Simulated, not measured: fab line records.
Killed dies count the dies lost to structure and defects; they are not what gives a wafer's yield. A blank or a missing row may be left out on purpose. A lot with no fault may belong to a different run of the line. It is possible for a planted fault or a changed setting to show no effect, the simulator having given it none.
Which tool was responsible? / flow sky130 / 13 lots, 39 wafers sampled, at 5 steps of a route of 708

WHAT THE GAUGES READ, wafer by wafer
SKY_FIELD_ISO_THK_MEAS_02.
lot=L971; measured=day 1 14:11; on=film metro-04; FIELD_ISO_OXIDATION_00_THK (nm)=11.40 11.33 11.56
lot=L972; measured=day 1 17:04; on=film metro-04; FIELD_ISO_OXIDATION_00_THK (nm)=11.57 11.66 11.31
lot=L974; measured=day 2 03:40; on=film metro-02; FIELD_ISO_OXIDATION_00_THK (nm)=11.91 11.88 12.01
lot=L976; measured=day 2 16:19; on=film metro-02; FIELD_ISO_OXIDATION_00_THK (nm)=11.48 11.67 11.85
lot=L977; measured=day 3 00:52; on=film metro-04; FIELD_ISO_OXIDATION_00_THK (nm)=12.44 12.33 12.27
lot=L979; measured=day 3 04:03; on=film metro-04; FIELD_ISO_OXIDATION_00_THK (nm)=11.93 12.01 12.09
lot=L980; measured=day 3 09:50; on=film metro-02; FIELD_ISO_OXIDATION_00_THK (nm)=11.91 11.96 11.85
lot=L982; measured=day 3 18:38; on=film metro-02; FIELD_ISO_OXIDATION_00_THK (nm)=11.74 11.87 11.73
lot=L987; measured=day 4 21:56; on=film metro-02; FIELD_ISO_OXIDATION_00_THK (nm)=11.74 11.70 11.94
lot=L988; measured=day 5 01:32; on=film metro-01; FIELD_ISO_OXIDATION_00_THK (nm)=11.98 11.86 11.73
lot=L991; measured=day 5 15:38; on=film metro-02; FIELD_ISO_OXIDATION_00_THK (nm)=12.19 12.17 12.34
lot=L993; measured=day 6 01:51; on=film metro-04; FIELD_ISO_OXIDATION_00_THK (nm)=12.07 12.04 12.13
lot=L994; measured=day 6 07:17; on=film metro-02; FIELD_ISO_OXIDATION_00_THK (nm)=11.70 11.47 11.35

SKY_SONOS_TUNNEL_TW_MEAS_12.
lot=L971; measured=day 11 23:28; on=film metro-02; SONOS_TUNNEL_TW=194.5 195.8 195.7
lot=L972; measured=day 12 01:29; on=film metro-03; SONOS_TUNNEL_TW=195.8 196.3 196.4
lot=L974; measured=day 12 12:02; on=film metro-02; SONOS_TUNNEL_TW=196.2 197.3 197.5
lot=L976; measured=day 13 02:02; on=film metro-03; SONOS_TUNNEL_TW=196.6 198.1 197.5
lot=L977; measured=day 13 21:01; on=film metro-04; SONOS_TUNNEL_TW=199.7 199.6 199.4
lot=L979; measured=day 14 03:02; on=film metro-04; SONOS_TUNNEL_TW=200.5 199.3 199.3
lot=L980; measured=day 14 13:28; on=film metro-04; SONOS_TUNNEL_TW=182.7 182.5 184.0
lot=L982; measured=day 15 04:49; on=film metro-03; SONOS_TUNNEL_TW=180.2 180.7 180.2
lot=L987; measured=day 16 20:07; on=film metro-03; SONOS_TUNNEL_TW=195.9 195.9 195.7
lot=L988; measured=day 17 00:45; on=film metro-02; SONOS_TUNNEL_TW=195.3 193.9 195.0
lot=L991; measured=day 18 00:40; on=film metro-02; SONOS_TUNNEL_TW=194.8 195.6 196.8
lot=L993; measured=day 18 20:13; on=film metro-02; SONOS_TUNNEL_TW=196.6 196.6 195.0
lot=L994; measured=day 19 05:51; on=film metro-03; SONOS_TUNNEL_TW=196.2 195.7 196.5

SKY_POLY_GATE_THK_MEAS_01.
lot=L971; measured=day 14 19:07; on=film metro-03; POLY_GATE_CVD_00_THK (nm)=179.2 179.1 178.2
lot=L972; measured=day 14 19:07; on=film metro-02; POLY_GATE_CVD_00_THK (nm)=180.0 180.8 179.9
lot=L974; measured=day 15 13:16; on=film metro-01; POLY_GATE_CVD_00_THK (nm)=183.8 183.6 184.1
lot=L976; measured=day 15 18:53; on=film metro-03; POLY_GATE_CVD_00_THK (nm)=178.8 178.7 177.6
lot=L977; measured=day 16 16:06; on=film metro-02; POLY_GATE_CVD_00_THK (nm)=183.1 180.6 181.9
lot=L979; measured=day 16 22:06; on=film metro-02; POLY_GATE_CVD_00_THK (nm)=178.4 179.2 178.4
lot=L980; measured=day 17 12:14; on=film metro-02; POLY_GATE_CVD_00_THK (nm)=180.2 180.9 180.5
lot=L982; measured=day 18 03:15; on=film metro-02; POLY_GATE_CVD_00_THK (nm)=180.8 181.2 181.1
lot=L987; measured=day 19 23:02; on=film metro-03; POLY_GATE_CVD_00_THK (nm)=180.6 180.7 181.3
lot=L988; measured=day 19 23:02; on=film metro-02; POLY_GATE_CVD_00_THK (nm)=179.6 180.1 181.4
lot=L991; measured=day 21 00:18; on=film metro-02; POLY_GATE_CVD_00_THK (nm)=180.3 180.0 178.8
lot=L993; measured=day 21 22:21; on=film metro-02; POLY_GATE_CVD_00_THK (nm)=179.3 178.5 179.5
lot=L994; measured=day 22 04:51; on=film metro-01; POLY_GATE_CVD_00_THK (nm)=182.1 180.7 182.2

WHICH TOOL RAN EACH LOT (tool, then ch and the chambers of the sampled wafers, then the start)
lot=L971; SKY_FIELD_ISO_ETCH_17=rie si-02 ch 1,2, day 2 06:44; SKY_SONOS_TUNNEL_IMPLANT_09=implanter-01 ch 0, day 11 23:02
lot=L972; SKY_FIELD_ISO_ETCH_17=rie si-01 ch 0,1,2, day 2 10:14; SKY_SONOS_TUNNEL_IMPLANT_09=implanter-02 ch 0, day 12 01:05
lot=L974; SKY_FIELD_ISO_ETCH_17=rie si-02 ch 1,3, day 2 20:20; SKY_SONOS_TUNNEL_IMPLANT_09=implanter-01 ch 0, day 12 11:37
lot=L976; SKY_FIELD_ISO_ETCH_17=rie si-01 ch 0,3, day 3 09:30; SKY_SONOS_TUNNEL_IMPLANT_09=implanter-02 ch 0, day 13 01:36
lot=L977; SKY_FIELD_ISO_ETCH_17=rie si-02 ch 2,3, day 3 19:00; SKY_SONOS_TUNNEL_IMPLANT_09=implanter-02 ch 0, day 13 20:37
lot=L979; SKY_FIELD_ISO_ETCH_17=rie si-01 ch 1,2, day 3 23:27; SKY_SONOS_TUNNEL_IMPLANT_09=implanter-01 ch 0, day 14 02:37
lot=L980; SKY_FIELD_ISO_ETCH_17=rie si-02 ch 0,1,2, day 4 04:33; SKY_SONOS_TUNNEL_IMPLANT_09=implanter-01 ch 0, day 14 13:03
lot=L982; SKY_FIELD_ISO_ETCH_17=rie si-01 ch 0,2,3, day 4 13:14; SKY_SONOS_TUNNEL_IMPLANT_09=implanter-01 ch 0, day 15 04:25
lot=L987; SKY_FIELD_ISO_ETCH_17=rie si-02 ch 0,3, day 5 17:43; SKY_SONOS_TUNNEL_IMPLANT_09=implanter-02 ch 0, day 16 19:43
lot=L988; SKY_FIELD_ISO_ETCH_17=rie si-01 ch 1,2,3, day 5 22:32; SKY_SONOS_TUNNEL_IMPLANT_09=implanter-02 ch 0, day 17 00:21
lot=L991; SKY_FIELD_ISO_ETCH_17=rie si-01 ch 0,1,2, day 6 14:14; SKY_SONOS_TUNNEL_IMPLANT_09=implanter-01 ch 0, day 18 00:11
lot=L993; SKY_FIELD_ISO_ETCH_17=rie si-02 ch 0,1,2, day 6 22:47; SKY_SONOS_TUNNEL_IMPLANT_09=implanter-01 ch 0, day 18 19:46
lot=L994; SKY_FIELD_ISO_ETCH_17=rie si-02 ch 2,3, day 7 07:36; SKY_SONOS_TUNNEL_IMPLANT_09=implanter-02 ch 0, day 19 05:27
- SKY_FIELD_ISO_ETCH_17: etches Si in HBr/Cl2/O2, target depth 342 nm, time 97.7 s.
- SKY_SONOS_TUNNEL_IMPLANT_09

AS READ BY THE TOOLS THEMSELVES (means over the sampled wafers that have a number; for cases with no such wafer, the mark the record gives instead)
SKY_FIELD_ISO_ETCH_17.
lot=L971; tool=rie si-02; drypump motor current A (A)=6.3; oes product au (a.u.)=0.999; throttle valve pct (%)=25.661
lot=L972; tool=rie si-01; drypump motor current A (A)=5.6; oes product au (a.u.)=0.994; throttle valve pct (%)=25.662
lot=L974; tool=rie si-02; drypump motor current A (A)=6.1; oes product au (a.u.)=0.997; throttle valve pct (%)=25.666
lot=L976; tool=rie si-01; drypump motor current A (A)=5.6; oes product au (a.u.)=0.995; throttle valve pct (%)=25.656
lot=L977; tool=rie si-02; drypump motor current A (A)=6.0; oes product au (a.u.)=1.001; throttle valve pct (%)=25.651
lot=L979; tool=rie si-01; drypump motor current A (A)=5.9; oes product au (a.u.)=0.997; throttle valve pct (%)=25.669
lot=L980; tool=rie si-02; drypump motor current A (A)=6.1; oes product au (a.u.)=1.005; throttle valve pct (%)=25.654
lot=L982; tool=rie si-01; drypump motor current A (A)=5.6; oes product au (a.u.)=0.990; throttle valve pct (%)=25.667
lot=L987; tool=rie si-02; drypump motor current A (A)=5.8; oes product au (a.u.)=1.005; throttle valve pct (%)=25.656
lot=L988; tool=rie si-01; drypump motor current A (A)=5.9; oes product au (a.u.)=0.990; throttle valve pct (%)=25.670
lot=L991; tool=rie si-01; drypump motor current A (A)=5.6; oes product au (a.u.)=0.997; throttle valve pct (%)=25.662
lot=L993; tool=rie si-02; drypump motor current A (A)=6.1; oes product au (a.u.)=0.997; throttle valve pct (%)=25.655
lot=L994; tool=rie si-02; drypump motor current A (A)=6.1; oes product au (a.u.)=1.005; throttle valve pct (%)=25.657

SKY_SONOS_TUNNEL_IMPLANT_09.
lot=L971; tool=implanter-01; faraday current uA=5.59
lot=L972; tool=implanter-02; faraday current uA=5.70
lot=L974; tool=implanter-01; faraday current uA=5.66
lot=L976; tool=implanter-02; faraday current uA=5.61
lot=L977; tool=implanter-02; faraday current uA=5.59
lot=L979; tool=implanter-01; faraday current uA=5.63
lot=L980; tool=implanter-01; faraday current uA=5.64
lot=L982; tool=implanter-01; faraday current uA=5.73
lot=L987; tool=implanter-02; faraday current uA=5.71
lot=L988; tool=implanter-02; faraday current uA=5.72
lot=L991; tool=implanter-01; faraday current uA=5.58
lot=L993; tool=implanter-01; faraday current uA=5.62
lot=L994; tool=implanter-02; faraday current uA=5.60

THE ANSWER, worked out from the rows above alone
Rule: what is usual is taken from the lots themselves. The widest of any qualifying gaps counts: lots, ordered by their means at a reading, are off when they make up no more than a third of the lots, leave a main group of 4 or more, and stand apart from it by 3 or more times the standard deviation of that group's means. Not used: any main group whose means are identical at the precision the tables above print for the reading. A lot without any number at a reading at which 4 lots or more have one is off too. The other lots that the step has rows for count as sound. The gauges are gone through in route order, then the tools' own readings, and for those a lot's mean is taken as printed above. The first step at which some lot is off is used, and at that step the reading that is off furthest; a lot without a number counts as furthest.
Off: L980, L982, at SKY_SONOS_TUNNEL_TW_MEAS_12 (SONOS_TUNNEL_TW). Main group: mean 196.7, sd 1.5.
If a tool, at a process step before that reading, ran all the lots that are off and no sound lot after the first of them, it fits. The gauges at SKY_SONOS_TUNNEL_TW_MEAS_12 are tried like those tools. None of those tried fits.

WHAT THE SIMULATOR PUT IN
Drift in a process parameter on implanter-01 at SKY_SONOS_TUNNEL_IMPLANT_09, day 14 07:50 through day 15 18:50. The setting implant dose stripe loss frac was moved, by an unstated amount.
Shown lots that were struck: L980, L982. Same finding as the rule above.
